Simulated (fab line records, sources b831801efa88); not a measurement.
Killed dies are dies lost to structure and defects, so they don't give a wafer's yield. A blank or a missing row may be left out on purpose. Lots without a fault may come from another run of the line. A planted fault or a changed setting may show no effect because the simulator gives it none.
A struck lot beside a sound one | flow sky130 | 29 steps out of a route of 708
Sound: wafers L525.1, L525.4, L525.6. Struck: wafer L533.6. (L533.4, L533.5 of the same lot were not struck and are left out.) The cause comes at the end.
At each step with rows: each side's tool, then ch and its chambers, then its first start. Under that, the readings that differ: sound wafers | struck wafers | difference of the means | sigmas: that difference in standard deviations of wafers without a fault.
alike: readings whose means differ by less than 2 such deviations, and words and numbers that are the same on both sides. not compared: withheld readings, readings that some wafer has no value for, bounds like >300 that may hide the same value, and numbers for which the record gives no deviation and whose values overlap.
The two part at a step that has a row with sigmas, a row that says differs or no value, or rows on one side only. Numbers that don't overlap but have no deviation are shown without sigmas and don't part them. A reading that every wafer of one side lacks parts them only if that side has two wafers or more.

first, 6 steps without rows for these wafers: SKY_SD_N_IMPLANT_09; SKY_SD_N_IMPLANT_10; SKY_SD_N_STRIP_11 (strips in O2/N2); SKY_SD_N_CLEAN_13 (cleans in SC1/SC2, time 150 s); SKY_SD_N_RTA_14 (time 2 s); SKY_SALICIDE_CLEAN_00 (cleans in HF-last, time 30 s).
SKY_LI_CONTACT_HDPCVD_00: deposits PSG, target thk 930 nm, time 155 s.
  sound on hdpcvd-02 ch 0,1, day 27 15:26; struck on hdpcvd-02 ch 1, day 30 12:26
  alike: sih4_flow_sccm
then, 21 steps without rows for these wafers: SKY_LI_CONTACT_CMP_02 (polishes PSG); SKY_LI_CONTACT_DEHYDRATE_04 (time 60 s); SKY_LI_CONTACT_HMDS_05 (prime time 60 s); SKY_LI_CONTACT_COAT_06 (resist thk 60 nm); SKY_LI_CONTACT_COAT_07 (resist thk 450 nm); SKY_LI_CONTACT_SOFTBAKE_08 (time 90 s); SKY_LI_CONTACT_EXPOSE_09 (exposes mask LICM1, target cd 170 nm); SKY_LI_CONTACT_PEB_10; SKY_LI_CONTACT_DEVELOP_11 (develop time 60 s); SKY_LI_CONTACT_ETCH_14 (etches BARC in N2/H2, stops on SiO2, time 45.9 s, target depth 60 nm); SKY_LI_CONTACT_ETCH_15 (etches PSG in C4F8/O2/Ar, stops on Si, target depth 600 nm); SKY_LI_CONTACT_STRIP_16 (strips in O2/N2); SKY_LI_CONTACT_CLEAN_17 (cleans in NMP, time 600 s); SKY_LI_CONTACT_PRE_CLEAN_18 (time 5.6 s); SKY_LI_CONTACT_SPUTTER_19 (material Ti, target thk 20 nm, time 106.37 s); SKY_LI_CONTACT_SPUTTER_20 (material TiN, target thk 20 nm, time 80 s); SKY_LI_CONTACT_CVD_21 (deposits W, target thk 400 nm, time 120.56 s); SKY_LI_CONTACT_CMP_24 (polishes, stops on PSG, t overpolish 20 s, target thk 0 nm); SKY_LOCAL_INTERCONNECT_SPUTTER_00 (material TiN, target thk 100 nm, time 83.3 s); SKY_LOCAL_INTERCONNECT_DEHYDRATE_03 (time 60 s); SKY_LOCAL_INTERCONNECT_HMDS_04 (prime time 60 s).
-- the record jumps here: 17 days lie between the struck wafers' starts before and after (it left off in module LOCAL_INTERCONNECT and takes up again in module PAD_OPEN, whose first step shown is number 708 of the route) --
SKY_PAD_OPEN_PROBE_99:
  sound on prober-01, day 45 13:05; struck on prober-02, day 47 14:50
  reading            | sound    | struck | difference | sigmas
  killed_at_contacts | 22 21 28 | 45     | +21        | +4
  killed_dies        | 89 81 95 | 111    | +23        | +2
  alike: killed_at_M0_to_M3, killed_at_M4_up, killed_at_front_end, killed_open, killed_short

WHERE THEY PART
Only at SKY_PAD_OPEN_PROBE_99, within this record.

WHY: what the simulator had put in
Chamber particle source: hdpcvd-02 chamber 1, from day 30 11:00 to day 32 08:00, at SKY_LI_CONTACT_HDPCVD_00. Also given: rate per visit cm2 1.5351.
